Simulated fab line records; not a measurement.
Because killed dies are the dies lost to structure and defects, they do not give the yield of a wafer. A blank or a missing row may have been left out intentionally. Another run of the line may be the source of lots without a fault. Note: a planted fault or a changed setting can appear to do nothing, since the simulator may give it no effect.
A struck lot beside a sound one -- flow sky130 -- 14 out of 708 route steps
Sound: wafers L460.2, L460.3, L460.6. Wafers L469.2, L469.3, L469.4 were the ones struck. At the end, the cause is stated.
At each step with rows: each side's tool, then ch and its chambers, then its first start. Under that, the readings that differ: sound wafers -- struck wafers -- difference of the means -- sigmas: that difference in standard deviations of wafers without a fault.
alike: a reading whose means differ by less than 2 such deviations, as well as words and numbers matching on both sides. not compared: withheld readings; readings where some wafer has no value; bounds like >300 that might hide an equal value; numbers whose values overlap and for which the record gives no deviation.
A row with sigmas, a row that says differs or no value, or rows on one side alone: a step with any of these is where the two part. When numbers do not overlap yet have no deviation, they are printed without sigmas and do not part them. Lack of a reading on every wafer of one side parts them only where that side has two or more wafers.

SKY_NWELL_OVL_MEAS_10:
  sound on overlay-01, day 5 07:36; struck on overlay-01, day 7 13:11
reading,sound,struck,difference,sigmas
NWELL_00_OVL (nm),2.0 1.1 0.5,-3.5 -3.3 -3.7,-4.7,-3
then, 3 steps without rows for these wafers: SKY_NWELL_IMPLANT_11; SKY_NWELL_IMPLANT_12; SKY_NWELL_IMPLANT_13.
SKY_NWELL_STRIP_14: strips in O2/N2.
  sound on plasma asher-01 ch 0,1, day 5 08:05; struck on plasma asher-02 ch 0,1, day 7 13:40
  alike: drypump motor current A, oes product au, strip time to endpoint s
  not compared: rf hours counter h
SKY_NWELL_TW_MEAS_15:
  sound on film metro-01, day 5 08:11; struck on film metro-04, day 7 13:46
  alike: NWELL_TW
then, 6 steps without rows for these wafers: SKY_NWELL_DEHYDRATE_16 (time 60 s); SKY_NWELL_HMDS_17 (prime time 60 s); SKY_NWELL_COAT_18 (resist thk 3000 nm); SKY_NWELL_SOFTBAKE_19; SKY_NWELL_EXPOSE_20 (exposes mask NWM COMPLEMENT, target cd 840 nm); SKY_NWELL_PEB_21.
SKY_NWELL_DEVELOP_22: develop time 60 s.
  struck on litho track-01, day 8 10:00; sound on litho track-01 ch 0, day 6 02:00
  no value came back on the struck wafers for chill plate temp C (C), develop time s (s); on the sound wafers chill plate temp C (C) reads 22.89 22.97 23.12
SKY_NWELL_OVL_MEAS_23:
  sound on overlay-02, day 6 02:48; struck on overlay-02, day 8 10:51
reading,sound,struck,difference,sigmas
NWELL_01_OVL (nm),-0.6 -0.7 -0.8,- - -,no value on the struck wafers,

## WHERE THEY PART
First at SKY_NWELL_OVL_MEAS_10; last, within this record, at SKY_NWELL_OVL_MEAS_23.

WHY: the cause the simulator had injected
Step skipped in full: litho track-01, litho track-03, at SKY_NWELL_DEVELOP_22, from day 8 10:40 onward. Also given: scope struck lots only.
